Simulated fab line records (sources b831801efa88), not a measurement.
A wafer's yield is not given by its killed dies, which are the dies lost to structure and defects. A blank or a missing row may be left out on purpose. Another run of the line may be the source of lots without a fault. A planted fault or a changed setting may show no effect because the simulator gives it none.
Code-filled problem report in 8D (eight disciplines) form ; flow sky130 ; the parts of the form that need people (team, actions taken, sign-off) are left out

## 1. WHAT IS WRONG
Mean POLY_GATE_CVD_00_THK at SKY_POLY_GATE_THK_MEAS_01: 244.5 nm over 6 wafers in 2 lots; fault-free wafers: 179.9 nm, standard deviation 1.6. That is +40 standard deviations from the usual mean.
The first sign was on wafer L288.3 at day 17 19:40, on film metro-03. The record has a number at this step for 42 wafers belonging to 14 lots. By rule, "out" or "out of limits" means more than 4 standard deviations away from the usual mean. The rest of the wafers with a number are treated as sound.

## 2. WHAT IT IS; WHAT IT IS NOT
question;is;is not
which readings at this step;POLY_GATE_CVD_00_THK;-
which lots;L288, L289;L277, L278, L279, L280, L281, L282, L283, L286, L297, L298, L299, L300
which wafers of those lots;all that have a number;-
read on which gauges;film metro-02, film metro-03;film metro-01
when;from day 17 19:40;"up to then (24 sound wafers); but 12 sound wafers of L297, L298, L299, L300 came after"

## 3. WHAT RULES OUT EACH SUSPECT
Counting: any tool at a process step up to the reading is kept as a suspect provided that every lot that is out went through it and no sound lot did after the first of them.
- ruled out: the gauge at SKY_POLY_GATE_THK_MEAS_01. Those wafers that are out were read across 2 gauges (film metro-02, film metro-03).
- plasma asher-02 at SKY_SONOS_ONO_STRIP_17 (strips in O2/N2): ruled out as a lasting fault. The sound lots L297, L300 went through it after L288, its earliest lot that is out (day 16 05:50).
- plasma asher-01 at SKY_GATE_OXIDE_STRIP_13 (strips in O2/N2): ruled out as a lasting fault. The sound lots L299 went through it after L288, its earliest lot that is out (day 17 13:15).
- lpcvd-01 at SKY_POLY_GATE_CVD_00 (deposits poly-Si, target thk 180 nm, time 720 s): ruled out as a lasting fault. The sound lots L297, L298, L299, L300 went through it after L288, its earliest lot that is out (day 17 18:26).
Left after counting: nothing in the record.

## 4. THE CAUSE (what the simulator had put in)
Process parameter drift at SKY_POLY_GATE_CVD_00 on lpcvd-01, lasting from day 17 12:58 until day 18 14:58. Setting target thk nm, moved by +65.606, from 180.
It was ruled out by counting, in error; the rule expects a fault to strike all lots run on its tool from its start on, and this fault did not.

## 5. SEQUENCE OF EFFECTS, ordered by route
Each row: a reading whose mean over the struck wafers that have a number lies more than 3 standard deviations from the usual. Only readings whose record carries a usual standard deviation are examined. hours: median over the lots of the time between each lot's start at the first step of this table that gives one and its start at this step. sigmas: the change, counted in usual standard deviations.
hours;step;reading;usual;on struck wafers;change;sigmas
0;SKY_POLY_GATE_THK_MEAS_01;POLY_GATE_CVD_00_THK;179.9 nm;244.5;+64.6;+40

## 6. HOW IT WOULD HAVE BEEN CAUGHT EARLIER
7 hours passed between the start of the fault at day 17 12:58 and the first reading out of limits at a measuring or inspecting step in this record, taken at day 17 19:40.
Of the tool readings at SKY_POLY_GATE_CVD_00 for which the record gives a usual standard deviation, none was out on any struck wafer, so an alarm limit of 4 standard deviations on them would not have fired.
